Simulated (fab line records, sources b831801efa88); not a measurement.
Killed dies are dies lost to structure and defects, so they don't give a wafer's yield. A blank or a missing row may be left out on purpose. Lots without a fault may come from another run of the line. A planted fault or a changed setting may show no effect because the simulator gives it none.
Which tool did it? | flow sky130 | 14 lots, 42 wafers sampled, at 1 step of a route of 708

WHAT THE GAUGES READ, wafer by wafer
The record holds no reading of a measuring or inspecting step that can be judged against a usual standard deviation.

WHICH TOOL RAN EACH LOT (tool, then ch and the chambers of the sampled wafers, then the start)
lot  | SKY_VIA2_PEB_10
L877 | litho_track-02 ch 0, day 36 22:00
L880 | litho_track-02 ch 0, day 37 22:00
L879 | litho_track-03 ch 0, day 37 23:00
L882 | litho_track-03 ch 0, day 38 08:00
L883 | litho_track-04, day 38 11:00
L881 | litho_track-03, day 38 14:00
L891 | litho_track-03 ch 0, day 41 01:00
L892 | litho_track-04 ch 0, day 41 10:00
L894 | litho_track-03 ch 0, day 41 15:00
L895 | litho_track-03 ch 0, day 41 20:00
L896 | litho_track-03 ch 0, day 42 04:00
L897 | litho_track-02 ch 0, day 42 05:00
L898 | litho_track-04 ch 0, day 42 18:00
L900 | litho_track-04 ch 0, day 42 19:00
- SKY_VIA2_PEB_10

WHAT THE TOOLS THEMSELVES READ (means of the sampled wafers that have a number; where no wafer has one, the mark that the record gives instead)
SKY_VIA2_PEB_10.
lot  | tool           | exhaust_pa (Pa)
L877 | litho_track-02 | 43.9
L880 | litho_track-02 | 45.3
L879 | litho_track-03 | 45.0
L882 | litho_track-03 | 45.0
L883 | litho_track-04 | -
L881 | litho_track-03 | -
L891 | litho_track-03 | 44.7
L892 | litho_track-04 | 43.9
L894 | litho_track-03 | 44.8
L895 | litho_track-03 | 45.2
L896 | litho_track-03 | 45.1
L897 | litho_track-02 | 45.5
L898 | litho_track-04 | 43.9
L900 | litho_track-04 | 46.1

THE ANSWER, worked out from the rows above alone
Rule: what is usual is taken from the lots themselves. Put in order of their means at a reading, lots are off if they are a third of the lots or fewer, leave a main group of 4 or more, and stand apart from it by a gap of 3 or more times the standard deviation of the main group's means; of several such gaps the widest counts. A main group whose means are all the same, to the digits that the tables above print for the reading, isn't used. A lot without any number at a reading at which 4 lots or more have one is off too. The other lots that the step has rows for count as sound. The gauges are gone through in route order, then the tools' own readings, and for those a lot's mean is taken as printed above. The first step at which some lot is off is used, and at that step the reading that is off furthest; a lot without a number counts as furthest.
Off: L883, L881, at SKY_VIA2_PEB_10 (exhaust_pa). Without a number there: L883, L881. The main group: mean 44.9 Pa, standard deviation 0.65.
A tool fits if, at that step or a process step before it, it ran every lot that is off, and no sound lot after the first of them. None of those tried fits.

WHAT THE SIMULATOR HAD PUT IN
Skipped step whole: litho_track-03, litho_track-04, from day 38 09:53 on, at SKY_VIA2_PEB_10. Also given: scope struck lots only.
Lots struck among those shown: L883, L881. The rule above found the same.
